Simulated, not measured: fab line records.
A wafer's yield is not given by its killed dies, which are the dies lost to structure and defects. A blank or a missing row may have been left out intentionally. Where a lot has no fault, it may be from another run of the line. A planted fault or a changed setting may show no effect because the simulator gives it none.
Chamber matching ; flow sky130 ; 4 sister chambers for SKY_VIA1_CMP_02 on cmp-01
The step polishes SiO2. 4 wafers are shown with their chamber, then 11 later ones without.

## WAFERS WITH THEIR CHAMBER
wafer;chamber;slurry filter dp kPa (kPa)
L078.3;1;13.55
L086.6;2;13.47
L088.2;3;13.62
L089.2;0;13.53

## WAFERS MISSING THEIR CHAMBER
wafer;slurry filter dp kPa (kPa)
L089.3;13.56
L089.5;13.76
L091.1;13.37
L091.3;13.46
L091.6;13.55
L094.1;13.51
L094.4;13.44
L094.6;13.75
L095.2;13.46
L095.5;13.53
L095.6;13.62

## THE CHAMBER EACH PASSED THROUGH
wafer;from the rows above;in truth
L089.3;can't be placed: 1 or 0 or 3 or 2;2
L089.5;can't be placed: 3 or 1 or 0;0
L091.1;can't be placed: 2 or 0 or 1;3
L091.3;can't be placed: 2 or 0 or 1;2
L091.6;can't be placed: 1 or 0 or 3 or 2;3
L094.1;can't be placed: 0 or 2 or 1 or 3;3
L094.4;can't be placed: 2 or 0 or 1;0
L094.6;can't be placed: 3 or 1 or 0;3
L095.2;can't be placed: 2 or 0 or 1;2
L095.5;can't be placed: 0 or 1 or 2 or 3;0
L095.6;can't be placed: 3 or 1 or 0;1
Correct placement for 0 of the 11. Not placeable from these rows: 11 (in 10, the candidates include the true chamber). 0 placed wrongly.
How it was worked out, from the rows above alone: a wafer's distance from a chamber is the root of the sum, over the readings, of the square of ((its reading less the chamber's mean) divided by the reading's scatter). If the next closest chamber is less than 2 further off than the closest, the wafer can't be placed; otherwise it belongs to the closest. The mean given for a chamber averages the wafers shown for that chamber. The scatter (one wafer shown for each chamber): square how far every hidden wafer sits from the nearest shown wafer, average those squares and take the square root.
